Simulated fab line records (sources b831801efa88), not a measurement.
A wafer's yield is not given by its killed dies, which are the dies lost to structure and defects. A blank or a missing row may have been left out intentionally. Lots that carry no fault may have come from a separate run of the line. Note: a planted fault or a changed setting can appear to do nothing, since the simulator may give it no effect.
What tool caused it? -- flow sky130 -- 6 lots with 18 wafers sampled at 3 steps, on a route of 708 steps

== WHAT EACH GAUGE READ, for each wafer ==
SKY_CONTACT_RS_MEAS_25: uses a four-point probe to measure.
lot,measured,on,CONTACT_W_RS (ohm/sq)
L670,day 33 05:30,film metro-01,0.343 0.344 0.338
L676,day 34 18:56,film metro-03,0.338 0.336 0.343
L677,day 35 00:52,film metro-01,0.333 0.330 0.331
L682,day 37 00:56,film metro-01,57.007 57.611 56.861
L684,day 37 04:52,film metro-04,59.309 59.771 58.999
L690,day 40 00:12,film metro-04,0.338 0.341 0.340

== EACH LOT AND THE TOOL THAT RAN IT (in order: tool; ch and the chambers of the sampled wafers; start) ==
lot,SKY_CONTACT_ETCH_16,SKY_CONTACT_CVD_24
L670,"rie diel-02 ch 0,2,3, day 33 04:34","cvd w-02 ch 0,1, day 33 05:22"
L676,"rie diel-02 ch 2,3, day 34 18:01","cvd w-02 ch 0,1, day 34 18:49"
L677,"rie diel-03 ch 1,2, day 34 23:56","cvd w-02 ch 1, day 35 00:44"
L682,"rie diel-02 ch 1,2,3, day 37 00:01","cvd w-02 ch 0,1, day 37 00:49"
L684,"rie diel-04 ch 0,1,2, day 37 03:55","cvd w-02 ch 0,1, day 37 04:45"
L690,"rie diel-02 ch 0,1,2, day 39 22:47","cvd w-02 ch 0,1, day 40 00:05"
- SKY_CONTACT_ETCH_16: etches BARC in N2/H2, stops on SiO2, time 45.9 s, target depth 60 nm.
- SKY_CONTACT_CVD_24: deposits W, target thk 340 nm, time 102.12 s.

== THE ANSWER, worked out from the rows above alone ==
Rule: the lots themselves supply what counts as usual. The widest of any qualifying gaps counts: lots, ordered by their means at a reading, are off when they make up no more than a third of the lots, leave a main group of 4 or more, and stand apart from it by 3 or more times the standard deviation of that group's means. A main group is skipped when, at the precision printed for the reading in the tables above, its means are all equal. A lot without any number at a reading at which 4 lots or more have one is off too. The other lots that the step has rows for count as sound.
Off: L682, L684, at SKY_CONTACT_RS_MEAS_25 (CONTACT_W_RS). The main group has a mean of 0.338 ohm/sq with a standard deviation of 0.0039.
If a tool, at a process step before that reading, ran all the lots that are off and no sound lot after the first of them, it fits. Gauges at SKY_CONTACT_RS_MEAS_25: tried the same way as those tools. Not one of the candidates tried fits.

== WHAT THE SIMULATOR HAD INSERTED ==
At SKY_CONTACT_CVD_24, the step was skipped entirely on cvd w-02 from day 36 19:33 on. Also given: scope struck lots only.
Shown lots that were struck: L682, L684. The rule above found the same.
